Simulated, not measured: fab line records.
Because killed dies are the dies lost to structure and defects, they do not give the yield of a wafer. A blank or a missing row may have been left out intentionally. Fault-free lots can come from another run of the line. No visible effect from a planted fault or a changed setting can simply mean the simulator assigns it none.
Problem report, 8D (eight disciplines) form, completed by code + flow sky130 + the parts of the form that need people (team, actions taken, sign-off) are left out

## 1. PROBLEM STATEMENT
Wafers without a fault read 2999.9 rpm, standard deviation 1.8; spin-speed-rpm at SKY_POLY_GATE_COAT_08 reads a mean of 2944.3 rpm on 6 wafers belonging to 2 lots. That is -31 standard deviations from the usual mean.
The step: resist thk 450 nm.
First seen on wafer L891.1, day 22 00:00, on litho-track-03. Wafers with a number at this step in the record: 42, from 14 lots. By rule, "out" or "out of limits" means more than 4 standard deviations away from the usual mean. Any other wafer with a number is counted as sound.

## 2. WHAT IT IS; WHAT IT IS NOT
| question                    | is                     | is not                                                                 |
|-----------------------------|------------------------|------------------------------------------------------------------------|
| which readings at this step | spin-speed-rpm         | -                                                                      |
| which lots                  | L891, L892             | L875, L876, L877, L878, L879, L880, L881, L882, L885, L886, L890, L895 |
| which wafers of those lots  | all that have a number | -                                                                      |
| read on which tools         | litho-track-03         | litho-track-01, litho-track-04                                         |
| when                        | from day 22 00:00      | up to then (33 sound wafers); but 3 sound wafers of L895 came after    |

## 3. WHAT RULES OUT EACH SUSPECT
Counting: a tool at a process step up to the reading stays a suspect if it ran every lot that is out and no sound lot after the first of them.
- litho-track-03 at SKY_POLY_GATE_COAT_08 (resist thk 450 nm): kept. It ran every lot that is out, first L891 (day 22 00:00), and no sound lot after that; its last sound lot up to then is L886 (day 20 12:00). Out on those wafers are its own readings of spin-speed-rpm.
Left after counting: litho-track-03 at SKY_POLY_GATE_COAT_08.

## 4. THE CAUSE (what the simulator had put in)
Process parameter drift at SKY_POLY_GATE_COAT_08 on litho-track-03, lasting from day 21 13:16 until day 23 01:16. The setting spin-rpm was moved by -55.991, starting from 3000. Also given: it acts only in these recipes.
After counting, this tool was the only one left.

## 5. SEQUENCE OF EFFECTS, ordered by route
Each row: a reading where the mean over the struck wafers with a number is more than 3 standard deviations away from the usual. Readings are gone through only where the record gives a usual standard deviation; hours: the median, over the lots, of the time from a lot's start at the first step in this table giving one to that lot's start at this step; sigmas: the change measured in usual standard deviations.
| hours | step                  | reading        | usual      | on struck wafers | change | sigmas |
|-------|-----------------------|----------------|------------|------------------|--------|--------|
| 0     | SKY_POLY_GATE_COAT_08 | spin-speed-rpm | 2999.9 rpm | 2944.3           | -55.6  | -31    |
Its process steps:
- SKY_POLY_GATE_COAT_08: resist thk 450 nm.

## 6. HOW IT WOULD HAVE BEEN CAUGHT EARLIER
11 hours passed between the start of the fault at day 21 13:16 and the first reading out of limits in this record, taken at day 22 00:00.
